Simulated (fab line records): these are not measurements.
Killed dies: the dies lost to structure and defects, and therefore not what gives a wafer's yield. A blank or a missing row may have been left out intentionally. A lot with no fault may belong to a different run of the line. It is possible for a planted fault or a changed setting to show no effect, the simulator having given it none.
fab line records	flow sky130
record lots=24	wafers=72	last-day=50
route steps=708 shown LOCAL_INTERCONNECT@399 VIA1@470 CAPM@541 VIA3@596 METAL4@602 VIA4@651
lots untouched by any fault: they come from a run of this same line in which no faults occurred
start-h: the number of hours between the record's first day and the start of the first shown wafer of the lot	wait-h: how many hours have passed since the lot's step before this one	" identical to the entry in the row above	L1.1+2: a single row standing in for several wafers	- no value present, or no start provided	* or withheld: withheld	< > ~ a bound
route shown NAME@n: NAME is a module with steps in the file, n the number in the route of the first one	usual: mean/standard deviation of fault-free wafers	same: alike in all rows	chamber/n: place in a boat	sites: each site's reading	_std_site: their standard deviation	_edge_site: inner sites' mean taken away from outer sites' mean	radius-mm: how far each site lies from the wafer's centre	mask NAME#n: copy n	behind: the tool/chamber that last shaped the wafer	hold: why the lot went on hold/how many hours it stayed there/how the hold came to an end	device: names the non-switching transistor (n, p or np)	end of line: at the end of the route, the tests of the same wafers	step lacking rows: just its recipe	killed: count of dies lost to structure and defects at first sort (not the wafer's yield)	map: per-die view of a wafer (x killed, . not killed, _ where there is no die)
set.NAME: the run value of the setting; set.NAME@STEP: its run value at that earlier step	model.NAME: the simulator's own value behind a step, which no gauge read
one table for each step of the route and one row for each wafer, over a sample of lots
services: when a tool's chamber went out of use (start-h, in hours from the record's first day, below 0 if earlier), for how many hours, and the reason
## steps
# step SKY_LOCAL_INTERCONNECT_OVL_MEAS_12
# usual LOCAL_INTERCONNECT_OVL=0/4.6
lot.wafer	tool	chamber	start-h	wait-h	LOCAL_INTERCONNECT_OVL[nm]
L075.1	overlay-01	-	716.31	0.1	-4
L075.3	"	-	"	"	-7
L075.5	"	-	"	"	-11
L074.1	overlay-01	-	718.36	0.1	4
L074.2	"	-	"	"	5
L074.4	"	-	"	"	0
L076.1	overlay-01	-	725.89	0.1	3
L076.2	"	-	"	"	2
L076.6	"	-	"	"	3
L077.1	overlay-01	-	727.13	0.1	1
L077.3	"	-	"	"	-1
L077.6	"	-	"	"	2
L078.1	overlay-02	-	736.46	0.1	0
L078.4	"	-	"	"	1
L078.5	"	-	"	"	5
L079.1	overlay-02	-	774.48	0.1	-1
L079.4	"	-	"	"	-4
L079.6	"	-	"	"	-3
L081.1	overlay-01	-	776.83	0.1	5
L081.4	"	-	"	"	13
L081.5	"	-	"	"	0
L080.3	overlay-02	-	779.49	0.1	0
L080.4	"	-	"	"	1
L080.5	"	-	"	"	1
L084.2	overlay-01	-	808.73	0.1	0
L084.5	"	-	"	"	-1
L084.6	"	-	"	"	11
L083.1	overlay-02	-	809.91	0.1	1
L083.2	"	-	"	"	3
L083.4	"	-	"	"	1
L082.2	overlay-01	-	812.32	0.1	-4
L082.4	"	-	"	"	1
L082.5	"	-	"	"	0
L086.1	overlay-01	-	826.08	0.1	0
L086.3	"	-	"	"	-1
L086.5	"	-	"	"	3
L085.3	overlay-01	-	833.83	0.1	2
L085.4	"	-	"	"	0
L085.5	"	-	"	"	1
L087.2	overlay-02	-	836.64	0.1	2
L087.5	"	-	"	"	3
L087.6	"	-	"	"	4
L088.1	overlay-01	-	842.26	0.1	-7
L088.2	"	-	"	"	-9
L088.6	"	-	"	"	-9
L090.3	overlay-01	-	846.60	0.1	-3
L090.4	"	-	"	"	-1
L090.5	"	-	"	"	3
L089.1	overlay-01	-	849.59	0.1	-2
L089.2	"	-	"	"	-2
L089.4	"	-	"	"	-6
L092.2	overlay-01	-	855.40	0.1	-9
L092.3	"	-	"	"	1
L092.4	"	-	"	"	-7
L091.2	overlay-02	-	857.58	0.1	9
L091.3	"	-	"	"	2
L091.5	"	-	"	"	6
L094.2	overlay-02	-	865.97	0.1	5
L094.3	"	-	"	"	8
L094.5	"	-	"	"	7
L093.3	overlay-02	-	869.99	0.1	-2
L093.4	"	-	"	"	1
L093.6	"	-	"	"	1
L096.4	overlay-02	-	874.51	0.1	0
L096.5	"	-	"	"	-6
L096.6	"	-	"	"	-1
L095.2	overlay-02	-	876.23	0.1	1
L095.3	"	-	"	"	-3
L095.5	"	-	"	"	6
L097.1	overlay-01	-	885.53	0.1	0
L097.4	"	-	"	"	12
L097.5	"	-	"	"	2
# step SKY_VIA1_CD_MEAS_12
# recipe target-cd-nm=150
# usual cd-nm=149.9/1.7
lot.wafer	tool	chamber	start-h	wait-h	cd-nm
L075.1	cd-sem-01	-	801.82	-	150.4
L075.3	"	-	"	"	148.4
L075.5	"	-	"	"	149.7
L074.1	cd-sem-02	-	802.47	-	149.7
L074.2	"	-	"	"	150.9
L074.4	"	-	"	"	149.6
L076.1	cd-sem-01	-	812.63	-	149.9
L076.2	"	-	"	"	149.6
L076.6	"	-	"	"	150.7
L077.1	cd-sem-02	-	814.52	-	147.6
L077.3	"	-	"	"	150.1
L077.6	"	-	"	"	148.6
L078.1	cd-sem-02	-	821.02	-	152.6
L078.4	"	-	"	"	151.3
L078.5	"	-	"	"	152.0
L079.1	cd-sem-01	-	858.58	-	151.2
L079.4	"	-	"	"	150.1
L079.6	"	-	"	"	149.2
L081.1	cd-sem-01	-	860.78	-	146.7
L081.4	"	-	"	"	146.9
L081.5	"	-	"	"	145.9
L080.3	cd-sem-01	-	863.37	-	148.8
L080.4	"	-	"	"	148.8
L080.5	"	-	"	"	150.6
L084.2	cd-sem-01	-	891.99	-	150.5
L084.5	"	-	"	"	149.7
L084.6	"	-	"	"	149.8
L083.1	cd-sem-01	-	893.87	-	150.1
L083.2	"	-	"	"	150.7
L083.4	"	-	"	"	151.1
L082.2	cd-sem-01	-	896.67	-	147.1
L082.4	"	-	"	"	149.5
L082.5	"	-	"	"	147.4
L086.1	cd-sem-01	-	909.47	-	150.1
L086.3	"	-	"	"	150.1
L086.5	"	-	"	"	147.9
L085.3	cd-sem-01	-	916.44	-	149.3
L085.4	"	-	"	"	148.8
L085.5	"	-	"	"	148.2
L087.2	cd-sem-01	-	919.21	-	150.8
L087.5	"	-	"	"	148.9
L087.6	"	-	"	"	148.7
L088.1	cd-sem-01	-	924.43	-	153.5
L088.2	"	-	"	"	153.0
L088.6	"	-	"	"	153.3
L090.3	cd-sem-01	-	929.41	-	148.7
L090.4	"	-	"	"	151.3
L090.5	"	-	"	"	149.9
L089.1	cd-sem-01	-	932.07	-	153.1
L089.2	"	-	"	"	152.9
L089.4	"	-	"	"	153.3
L092.2	cd-sem-02	-	937.22	-	150.4
L092.3	"	-	"	"	150.7
L092.4	"	-	"	"	149.3
L091.2	cd-sem-01	-	940.85	-	146.9
L091.3	"	-	"	"	146.6
L091.5	"	-	"	"	148.6
L094.2	cd-sem-01	-	947.57	-	148.5
L094.3	"	-	"	"	150.7
L094.5	"	-	"	"	152.0
L093.3	cd-sem-01	-	950.39	-	148.2
L093.4	"	-	"	"	150.2
L093.6	"	-	"	"	148.6
L096.4	cd-sem-02	-	954.28	-	153.1
L096.5	"	-	"	"	152.5
L096.6	"	-	"	"	152.9
L095.2	cd-sem-02	-	957.84	-	149.4
L095.3	"	-	"	"	149.7
L095.5	"	-	"	"	149.0
L097.1	cd-sem-01	-	963.28	-	151.4
L097.4	"	-	"	"	151.1
L097.5	"	-	"	"	152.5
# step SKY_CAPM_THK_MEAS_04
# recipe thk-meas-gauge=xrf	reads=TiN_of_CAPM_SPUTTER_02
# usual CAPM_TIN_THK=198.4/1.9
lot.wafer	tool	chamber	start-h	wait-h	CAPM_TIN_THK[nm]
L075.1	film-metro-04	-	860.15	0.1	198.5
L075.3	"	-	"	"	199.5
L075.5	"	-	"	"	198.2
L074.1	film-metro-02	-	860.86	0.1	198.6
L074.2	"	-	"	"	198.6
L074.4	"	-	"	"	196.1
L076.1	film-metro-04	-	871.29	0.1	196.3
L076.2	"	-	"	"	197.2
L076.6	"	-	"	"	197.6
L077.1	film-metro-01	-	873.31	0.1	197.3
L077.3	"	-	"	"	196.6
L077.6	"	-	"	"	197.3
L078.1	film-metro-02	-	879.11	0.1	200.1
L078.4	"	-	"	"	199.2
L078.5	"	-	"	"	197.9
L079.1	film-metro-02	-	916.83	0.1	199.1
L079.4	"	-	"	"	198.7
L079.6	"	-	"	"	199.5
L081.1	film-metro-01	-	918.18	0.1	194.8
L081.4	"	-	"	"	194.1
L081.5	"	-	"	"	193.9
L080.3	film-metro-02	-	920.82	0.1	195.7
L080.4	"	-	"	"	195.7
L080.5	"	-	"	"	197.5
L084.2	film-metro-01	-	948.17	0.1	196.7
L084.5	"	-	"	"	196.7
L084.6	"	-	"	"	198.3
L083.1	film-metro-02	-	949.47	0.1	198.0
L083.2	"	-	"	"	198.8
L083.4	"	-	"	"	201.5
L082.2	film-metro-01	-	952.15	0.1	198.2
L082.4	"	-	"	"	197.4
L082.5	"	-	"	"	196.4
L086.1	film-metro-02	-	963.52	0.1	199.6
L086.3	"	-	"	"	202.5
L086.5	"	-	"	"	202.9
L085.3	film-metro-02	-	970.43	0.1	200.2
L085.4	"	-	"	"	198.0
L085.5	"	-	"	"	199.8
L087.2	film-metro-02	-	974.82	0.1	199.2
L087.5	"	-	"	"	200.4
L087.6	"	-	"	"	200.6
L088.1	film-metro-02	-	977.77	0.1	199.5
L088.2	"	-	"	"	198.1
L088.6	"	-	"	"	200.6
L090.3	film-metro-02	-	983.75	0.1	194.6
L090.4	"	-	"	"	195.7
L090.5	"	-	"	"	196.1
L089.1	film-metro-04	-	987.08	0.1	197.3
L089.2	"	-	"	"	200.4
L089.4	"	-	"	"	199.3
L092.2	film-metro-01	-	989.22	0.1	201.0
L092.3	"	-	"	"	199.3
L092.4	"	-	"	"	199.4
L091.2	film-metro-02	-	993.94	0.1	200.4
L091.3	"	-	"	"	199.7
L091.5	"	-	"	"	200.3
L094.2	film-metro-02	-	1000.42	0.1	198.0
L094.3	"	-	"	"	196.8
L094.5	"	-	"	"	198.9
L093.3	film-metro-01	-	1003.27	0.1	202.3
L093.4	"	-	"	"	200.2
L093.6	"	-	"	"	199.2
L096.4	film-metro-02	-	1006.62	0.1	200.0
L096.5	"	-	"	"	197.2
L096.6	"	-	"	"	197.3
L095.2	film-metro-02	-	1010.68	0.1	198.3
L095.3	"	-	"	"	197.1
L095.5	"	-	"	"	198.2
L097.1	film-metro-04	-	1015.78	0.1	199.4
L097.4	"	-	"	"	196.4
L097.5	"	-	"	"	200.3
# step SKY_VIA3_THK_MEAS_23
# recipe thk-meas-gauge=xrf	reads=W_of_VIA3_CVD_21
# usual VIA3_W_THK=396/4.7
lot.wafer	tool	chamber	start-h	wait-h	VIA3_W_THK[nm]
L075.1	film-metro-03	-	940.45	0.1	391
L075.3	"	-	"	"	390
L075.5	"	-	"	"	392
L074.1	film-metro-02	-	941.51	0.1	400
L074.2	"	-	"	"	405
L074.4	"	-	"	"	399
L076.1	film-metro-02	-	950.40	0.1	401
L076.2	"	-	"	"	393
L076.6	"	-	"	"	401
L077.1	film-metro-02	-	952.84	0.1	397
L077.3	"	-	"	"	394
L077.6	"	-	"	"	401
L078.1	film-metro-03	-	958.28	0.1	393
L078.4	"	-	"	"	395
L078.5	"	-	"	"	398
L079.1	film-metro-01	-	991.86	0.1	394
L079.4	"	-	"	"	392
L079.6	"	-	"	"	396
L081.1	film-metro-02	-	993.36	0.1	403
L081.4	"	-	"	"	404
L081.5	"	-	"	"	400
L080.3	film-metro-01	-	996.99	0.1	387
L080.4	"	-	"	"	394
L080.5	"	-	"	"	390
L084.2	film-metro-03	-	1021.89	0.1	398
L084.5	"	-	"	"	394
L084.6	"	-	"	"	401
L083.1	film-metro-01	-	1022.56	0.1	398
L083.2	"	-	"	"	401
L083.4	"	-	"	"	401
L082.2	film-metro-02	-	1025.43	0.1	401
L082.4	"	-	"	"	400
L082.5	"	-	"	"	400
L086.1	film-metro-01	-	1036.10	0.1	395
L086.3	"	-	"	"	389
L086.5	"	-	"	"	398
L085.3	film-metro-03	-	1043.03	0.1	399
L085.4	"	-	"	"	392
L085.5	"	-	"	"	404
L087.2	film-metro-03	-	1048.20	0.1	396
L087.5	"	-	"	"	388
L087.6	"	-	"	"	399
L088.1	film-metro-02	-	1050.42	0.1	399
L088.2	"	-	"	"	401
L088.6	"	-	"	"	399
L090.3	film-metro-02	-	1056.01	0.1	397
L090.4	"	-	"	"	395
L090.5	"	-	"	"	397
L089.1	film-metro-01	-	1058.77	0.1	388
L089.2	"	-	"	"	394
L089.4	"	-	"	"	387
L092.2	film-metro-03	-	1060.37	0.1	394
L092.3	"	-	"	"	393
L092.4	"	-	"	"	391
L091.2	film-metro-03	-	1065.70	0.1	389
L091.3	"	-	"	"	386
L091.5	"	-	"	"	388
L094.2	film-metro-03	-	1069.75	0.1	390
L094.3	"	-	"	"	392
L094.5	"	-	"	"	392
L093.3	film-metro-01	-	1073.63	0.1	393
L093.4	"	-	"	"	395
L093.6	"	-	"	"	390
L096.4	film-metro-02	-	1076.27	0.1	396
L096.5	"	-	"	"	403
L096.6	"	-	"	"	388
L095.2	film-metro-02	-	1079.92	0.1	396
L095.3	"	-	"	"	400
L095.5	"	-	"	"	391
L097.1	film-metro-01	-	1085.12	0.1	387
L097.4	"	-	"	"	396
L097.5	"	-	"	"	392
# step SKY_METAL4_SPUTTER_04
# recipe material=TiN	target-thk-nm=70	power-w=6500	time-s=58.3	chamber-pressure-pa=0.4
# usual throttle-valve-pct=30.0/0.88
lot.wafer	tool	chamber	start-h	wait-h	throttle-valve-pct
L075.1	pvd-sputter-03	-	940.91	0.0	31.1
L075.3	"	-	"	"	29.5
L075.5	"	-	"	"	28.9
L074.1	pvd-sputter-01	-	942.17	0.0	28.9
L074.2	"	-	"	"	29.9
L074.4	"	-	"	"	29.8
L076.1	pvd-sputter-03	-	950.87	0.0	29.3
L076.2	"	-	"	"	29.4
L076.6	"	-	"	"	28.5
L077.1	pvd-sputter-01	-	953.87	0.0	29.6
L077.3	"	-	"	"	30.6
L077.6	"	-	"	"	28.8
L078.1	pvd-sputter-04	-	958.96	0.0	30.5
L078.4	"	-	"	"	31.3
L078.5	"	-	"	"	31.3
L079.1	pvd-sputter-03	-	992.71	0.0	29.1
L079.4	"	-	"	"	30.9
L079.6	"	-	"	"	28.7
L081.1	pvd-sputter-04	-	993.83	0.0	31.4
L081.4	"	-	"	"	30.6
L081.5	"	-	"	"	31.1
L080.3	pvd-sputter-04	-	997.44	0.0	31.4
L080.4	"	-	"	"	30.6
L080.5	"	-	"	"	31.2
L084.2	pvd-sputter-01	-	1022.35	0.0	29.8
L084.5	"	-	"	"	28.9
L084.6	"	-	"	"	29.8
L083.1	pvd-sputter-04	-	1023.02	0.0	31.2
L083.2	"	-	"	"	30.4
L083.4	"	-	"	"	31.2
L082.2	pvd-sputter-04	-	1026.12	0.0	30.0
L082.4	"	-	"	"	31.2
L082.5	"	-	"	"	31.2
L086.1	pvd-sputter-03	-	1036.57	0.0	29.1
L086.3	"	-	"	"	29.9
L086.5	"	-	"	"	31.2
L085.3	pvd-sputter-01	-	1043.48	0.0	30.7
L085.4	"	-	"	"	29.7
L085.5	"	-	"	"	29.3
L087.2	pvd-sputter-01	-	1048.65	0.0	30.4
L087.5	"	-	"	"	30.0
L087.6	"	-	"	"	28.8
L088.1	pvd-sputter-01	-	1050.88	0.0	29.7
L088.2	"	-	"	"	29.8
L088.6	"	-	"	"	29.8
L090.3	pvd-sputter-01	-	1056.46	0.0	30.7
L090.4	"	-	"	"	30.0
L090.5	"	-	"	"	29.1
L089.1	pvd-sputter-04	-	1059.23	0.0	31.5
L089.2	"	-	"	"	31.3
L089.4	"	-	"	"	30.2
L092.2	pvd-sputter-03	-	1060.82	0.0	28.4
L092.3	"	-	"	"	29.7
L092.4	"	-	"	"	30.9
L091.2	pvd-sputter-04	-	1066.16	0.0	30.9
L091.3	"	-	"	"	30.4
L091.5	"	-	"	"	31.0
L094.2	pvd-sputter-04	-	1070.20	0.0	30.8
L094.3	"	-	"	"	30.6
L094.5	"	-	"	"	30.7
L093.3	pvd-sputter-01	-	1074.08	0.0	28.9
L093.4	"	-	"	"	29.6
L093.6	"	-	"	"	28.9
L096.4	pvd-sputter-01	-	1076.79	0.0	29.8
L096.5	"	-	"	"	30.1
L096.6	"	-	"	"	28.9
L095.2	pvd-sputter-03	-	1080.38	0.0	29.2
L095.3	"	-	"	"	28.6
L095.5	"	-	"	"	28.5
L097.1	pvd-sputter-03	-	1086.77	0.0	31.1
L097.4	"	-	"	"	29.2
L097.5	"	-	"	"	29.3
# step SKY_VIA4_ETCH_12
# recipe target=SiO2	chemistry=C4F8/O2/Ar	stop-on=TiN	mask-material=NOVOLAK	source-w=1500	bias-w=1200	pressure-mtorr=40	c4f8-flow-sccm=withheld	O2_flow_sccm=6	Ar_flow_sccm=300	time-s=withheld	target-depth-a=5800
# usual oes-product-au=0.925/0.0046
lot.wafer	tool	chamber	start-h	wait-h	oes-product-au
L075.1	rie-diel-02	0	1013.61	0.0	0.924
L075.3	"	3	"	"	0.927
L075.5	"	0	"	"	0.926
L074.1	rie-diel-04	3	1014.88	0.0	0.930
L074.2	"	2	"	"	0.916
L074.4	"	3	"	"	0.922
L076.1	rie-diel-02	3	1023.18	0.0	0.928
L076.2	"	1	"	"	0.923
L076.6	"	1	"	"	0.930
L077.1	rie-diel-04	0	1026.33	0.0	0.930
L077.3	"	1	"	"	0.928
L077.6	"	3	"	"	0.935
L078.1	rie-diel-02	0	1031.62	0.0	0.921
L078.4	"	3	"	"	0.925
L078.5	"	3	"	"	0.934
L079.1	rie-diel-03	1	1062.48	0.0	0.932
L079.4	"	2	"	"	0.922
L079.6	"	1	"	"	0.931
L081.1	rie-diel-04	2	1064.07	0.0	0.925
L081.4	"	0	"	"	0.926
L081.5	"	1	"	"	0.922
L080.3	rie-diel-03	3	1067.11	0.0	0.924
L080.4	"	1	"	"	0.930
L080.5	"	3	"	"	0.925
L084.2	rie-diel-03	2	1088.93	0.0	0.924
L084.5	"	0	"	"	0.925
L084.6	"	2	"	"	0.918
L083.1	rie-diel-04	2	1090.46	0.0	0.919
L083.2	"	3	"	"	0.928
L083.4	"	0	"	"	0.922
L082.2	rie-diel-02	3	1093.43	0.0	0.928
L082.4	"	0	"	"	0.921
L082.5	"	1	"	"	0.923
L086.1	rie-diel-03	0	1103.07	0.0	0.928
L086.3	"	2	"	"	0.918
L086.5	"	0	"	"	0.924
L085.3	rie-diel-03	3	1109.43	0.0	0.919
L085.4	"	1	"	"	0.921
L085.5	"	1	"	"	0.924
L087.2	rie-diel-02	0	1112.98	0.0	0.930
L087.5	"	3	"	"	0.918
L087.6	"	2	"	"	0.922
L088.1	rie-diel-04	0	1116.47	0.0	0.928
L088.2	"	2	"	"	0.928
L088.6	"	2	"	"	0.929
L090.3	rie-diel-02	0	1120.81	0.0	0.922
L090.4	"	2	"	"	0.922
L090.5	"	3	"	"	0.918
L089.1	rie-diel-03	1	1123.13	0.0	0.919
L089.2	"	0	"	"	0.928
L089.4	"	1	"	"	0.918
L092.2	rie-diel-03	0	1125.03	0.0	0.932
L092.3	"	3	"	"	0.933
L092.4	"	2	"	"	0.923
L091.2	rie-diel-04	2	1130.07	0.0	0.930
L091.3	"	3	"	"	0.927
L091.5	"	0	"	"	0.924
L094.2	rie-diel-02	0	1133.86	0.0	0.915
L094.3	"	3	"	"	0.923
L094.5	"	2	"	"	0.927
L093.3	rie-diel-02	2	1136.18	0.0	0.919
L093.4	"	1	"	"	0.920
L093.6	"	1	"	"	0.933
L096.4	rie-diel-02	1	1140.62	0.0	0.923
L096.5	"	3	"	"	0.930
L096.6	"	2	"	"	0.929
L095.2	rie-diel-04	1	1142.72	0.0	0.923
L095.3	"	2	"	"	0.924
L095.5	"	3	"	"	0.924
L097.1	rie-diel-02	2	1148.41	0.0	0.928
L097.4	"	0	"	"	0.927
L097.5	"	0	"	"	0.930
## services
tool	chamber	start-h	hours	kind
rie-diel-02	-	917.93	14.6	pm
rie-diel-04	3	918.77	2.8	repair
pvd-sputter-03	-	923.17	8.9	repair
rie-diel-03	0	930.60	1.7	repair
rie-diel-02	-	938.85	0.2	repair
pvd-sputter-04	-	942.93	7.2	repair
rie-diel-03	1	945.73	10.0	repair
pvd-sputter-01	2	953.92	-	consumable-replace:kit
rie-diel-03	3	963.21	5.3	repair
rie-diel-04	2	979.01	5.4	repair
rie-diel-03	3	991.82	21.3	repair
rie-diel-03	2	993.41	4.7	repair
pvd-sputter-04	-	999.38	3.8	repair
rie-diel-04	2	1004.03	2.5	repair
rie-diel-02	2	1007.17	10.1	repair
rie-diel-04	1	1012.61	4.4	repair
rie-diel-02	1	1012.88	3.3	repair
pvd-sputter-03	-	1016.93	3.4	repair
rie-diel-04	2	1046.80	6.5	repair
rie-diel-03	0	1064.96	16.3	repair
rie-diel-03	3	1084.10	5.6	repair
rie-diel-02	1	1090.37	2.0	repair
rie-diel-04	-	1102.79	0.8	repair
rie-diel-03	3	1114.40	9.1	repair
## key
fault none
